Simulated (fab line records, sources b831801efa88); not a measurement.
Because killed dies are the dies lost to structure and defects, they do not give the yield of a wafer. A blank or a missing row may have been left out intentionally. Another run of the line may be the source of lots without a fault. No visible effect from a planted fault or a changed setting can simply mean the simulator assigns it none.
A struck lot beside a sound one    flow sfqLine    19 steps out of a route of 325
Sound: wafers L864.2, L864.4, L864.5. Struck: wafers L855.2, L855.4, L855.6. Last of all comes the cause.
Per side, at each step with rows, come the tool, then ch with its chambers, and then its first start. Under that, the readings that differ: sound wafers    struck wafers    difference of the means    sigmas: that difference in standard deviations of wafers without a fault.
alike: words and numbers the same on both sides, and readings whose means are apart by under 2 such deviations; not compared: readings that were withheld, readings missing a value for some wafer, numbers with overlapping values and no deviation given by the record, and bounds like >300 which may hide the same value.
The two part at a step that has a row with sigmas, a row that says differs or no value, or rows on one side only. Numbers that have no deviation but don't overlap get no sigmas and don't part them. Lack of a reading on every wafer of one side parts them only where that side has two or more wafers.

SFQ_M7_OVL_MEAS_945:
  struck on overlay-02, day 73 22:08; sound on overlay-02, day 79 19:04
  alike: M7_OVL
then, 1 step without rows for these wafers: SFQ_TRILAYER_M7_BARC_OPEN_METAL_ETCH_229 (etches BARC in O2, target depth 125 nm, time 41.7 s).
SFQ_TRILAYER_M7_ETCH_METAL_ETCH_180: etches Nb in Cl2/Ar, stops on SiO2, target depth 240 nm, time 120 s.
  sound on rieMetal-03 ch 1, day 79 19:10; struck on rieMetal-02 ch 0,1, day 73 22:14
reading                   sound        struck       difference  sigmas
drypumpMotorCurrentA (A)  5.0 5.0 5.0  6.0 6.0 6.6  +1.2        +2
  alike: oesProductAu
  not compared: rfHoursCounterH
SFQ_TRILAYER_M7_STRIP_STRIP_181: strips in O2.
  sound on rieMetal-03 ch 1, day 79 19:17; struck on rieMetal-02 ch 0,1, day 73 22:22
reading                   sound        struck       difference  sigmas
drypumpMotorCurrentA (A)  5.0 5.0 5.0  6.0 5.9 6.6  +1.2        +2
  alike: oesProductAu
  not compared: rfHoursCounterH
then, 1 step without rows for these wafers: SFQ_TRILAYER_M7_STRIP_SOLV_CLEAN_182 (cleans in NMP, time 600 s).
SFQ_TRILAYER_I7_DEP_PECVD_183: deposits SiO2 from SiH4/N2O, time 111.11 s, target thk 500 nm.
  sound on pecvd-03 ch 0,1,2, day 79 20:05; struck on pecvd-01 ch 0,1, day 73 23:08
  alike: heaterPowerW, susceptorTempC, throttleValvePct
SFQ_TRILAYER_I7_CMP_CMP_184: polishes SiO2.
  sound on cmp-02 ch 0,3, day 79 20:10; struck on cmp-02 ch 1,3, day 74 00:32
  alike: motorCurrentA, timeToEndpointS
SFQ_I7_BOW_MEAS_946:
  struck on filmMetro-03, day 74 03:03; sound on filmMetro-01, day 79 23:11
  alike: I7_BOW
SFQ_TRILAYER_I7_METRO_MEASURE_185:
  struck on filmMetro-03, day 74 03:21; sound on filmMetro-01, day 79 23:29
  alike: thkNm
then, 3 steps without rows for these wafers: SFQ_TRILAYER_I7_VIA_LITHO_COAT_192 (resist thk 62 nm); SFQ_TRILAYER_I7_VIA_LITHO_COAT_187 (resist thk 650 nm); SFQ_TRILAYER_I7_VIA_LITHO_SOFTBAKE_191.
SFQ_TRILAYER_I7_VIA_LITHO_EXPOSE_188: exposes mask I7, target cd 1000 nm.
  sound on krfScanner-02 ch 0, day 80 03:22; struck on krfScanner-02 ch 0, day 74 08:50
  alike: mask
then, 2 steps without rows for these wafers: SFQ_TRILAYER_I7_VIA_LITHO_PEB_190 (peb time 60 s); SFQ_TRILAYER_I7_VIA_LITHO_DEVELOP_189 (time 60 s).
SFQ_I7_OVL_MEAS_947:
  struck on overlay-02, day 74 10:08; sound on overlay-02, day 80 04:40
  alike: I7_OVL
SFQ_TRILAYER_I7_VIA_BARC_OPEN_VIA_ETCH_260: etches BARC in O2, target depth 125 nm, time 41.7 s.
  sound on rieDiel-03 ch 0,2,3, day 80 04:42; struck on rieDiel-04 ch 0,1,2, day 74 10:10
reading             sound            struck          difference  sigmas
model.I7.cdNm (nm)  1000 1001 999.7  1050 1006 1052  +36         
  alike: drypumpMotorCurrentA, oesProductAu
  not compared: rfHoursCounterH
SFQ_TRILAYER_I7_VIA_ETCH_VIA_ETCH_190: etches SiO2 in CHF3, stops on Nb, target depth 260 nm.
  sound on rieDiel-03 ch 0,2,3, day 80 04:44; struck on rieDiel-04 ch 0,1,2, day 74 10:13
reading             sound             struck          difference  sigmas
model.I7.cdNm (nm)  999.6 1001 999.6  1050 1006 1051  +36         
  alike: drypumpMotorCurrentA, oesProductAu
then, 1 step without rows for these wafers: SFQ_TRILAYER_I7_VIA_STRIP_STRIP_191 (strips in O2).

WHERE THEY PART
Earliest at SFQ_TRILAYER_M7_ETCH_METAL_ETCH_180; latest, in this record, at SFQ_TRILAYER_M7_STRIP_STRIP_181. Later steps at which nothing parts them and some readings are alike: SFQ_TRILAYER_I7_DEP_PECVD_183, SFQ_TRILAYER_I7_CMP_CMP_184, SFQ_I7_BOW_MEAS_946, SFQ_TRILAYER_I7_METRO_MEASURE_185, SFQ_TRILAYER_I7_VIA_LITHO_EXPOSE_188, SFQ_I7_OVL_MEAS_947, SFQ_TRILAYER_I7_VIA_BARC_OPEN_VIA_ETCH_260, SFQ_TRILAYER_I7_VIA_ETCH_VIA_ETCH_190.

WHY: what had been put in by the simulator
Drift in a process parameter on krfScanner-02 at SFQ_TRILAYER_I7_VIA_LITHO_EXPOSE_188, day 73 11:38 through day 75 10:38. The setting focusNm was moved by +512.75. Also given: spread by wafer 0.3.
